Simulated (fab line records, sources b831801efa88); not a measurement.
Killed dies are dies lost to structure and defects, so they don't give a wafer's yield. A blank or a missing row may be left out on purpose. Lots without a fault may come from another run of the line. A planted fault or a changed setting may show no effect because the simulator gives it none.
Chamber matching | flow gf180mcu | GF_STI_ETCH_13 on rie_diel-01: 4 sister chambers
The step etches the open film in CHF3/O2, stops on Si, target depth 282.31 nm, time 112.9 s. 14 wafers are shown with their chamber, then 7 later ones without.

WAFERS WITH THEIR CHAMBER
wafer  | chamber | drypump_motor_current_A (A) | O2_flow_sccm (sccm) | throttle_valve_pct (%)
L714.4 | 2       | 6.5                         | 5.024               | 8.796
L714.5 | 3       | 4.9                         | 5.007               | 8.813
L714.6 | 0       | 5.9                         | 4.988               | 8.812
L715.3 | 0       | 5.9                         | 4.985               | 8.824
L715.5 | 0       | 5.9                         | 5.000               | 8.810
L715.6 | 3       | 4.9                         | 4.983               | 8.816
L717.1 | 2       | 6.6                         | 5.016               | 8.817
L717.2 | 3       | 4.9                         | 4.973               | 8.817
L717.4 | 3       | 4.9                         | 4.980               | 8.823
L728.1 | 3       | 4.9                         | 4.995               | 8.806
L728.4 | 1       | 6.3                         | 5.002               | 8.812
L728.5 | 0       | 5.9                         | 4.991               | 8.805
L732.3 | 3       | 4.9                         | 4.981               | 8.815
L732.4 | 1       | 6.3                         | 5.028               | 8.806

SIGNATURES (means of the wafers above)
reading                 | chamber 0 | chamber 1 | chamber 2 | chamber 3 | scatter within a chamber
drypump_motor_current_A | 5.900     | 6.300     | 6.550     | 4.900     | 0.0224
O2_flow_sccm            | 4.99100   | 5.01500   | 5.02000   | 4.98650   | 0.0112
throttle_valve_pct      | 8.81275   | 8.80900   | 8.80650   | 8.81500   | 0.00766
Rule: a wafer's distance from a chamber is the root of the sum, over the readings, of the square of ((its reading less the chamber's mean) divided by the reading's scatter). The wafer belongs to the nearest chamber; if the next one is less than 2 further off, it can't be placed. The scatter: the root of (the sum of the squares of (reading less its chamber's mean) over the shown wafers, divided by (wafers less chambers)).

WAFERS WITHOUT THEIR CHAMBER
wafer  | drypump_motor_current_A (A) | O2_flow_sccm (sccm) | throttle_valve_pct (%)
L732.6 | 4.9                         | 5.000               | 8.809
L735.2 | 5.9                         | 4.997               | 8.805
L735.3 | 6.6                         | 4.989               | 8.807
L735.6 | 5.0                         | 5.017               | 8.809
L736.4 | 6.3                         | 4.990               | 8.819
L736.5 | 5.9                         | 4.989               | 8.820
L736.6 | 6.3                         | 4.998               | 8.819

WHICH CHAMBER EACH WENT THROUGH
wafer  | from the rows above | in truth
L732.6 | 3                   | 3
L735.2 | 0                   | 0
L735.3 | 2                   | 2
L735.6 | 3                   | 3
L736.4 | 1                   | 1
L736.5 | 0                   | 0
L736.6 | 1                   | 1
Placed correctly: 7 of 7. Can't be placed from these rows: 0. Placed wrongly: 0.
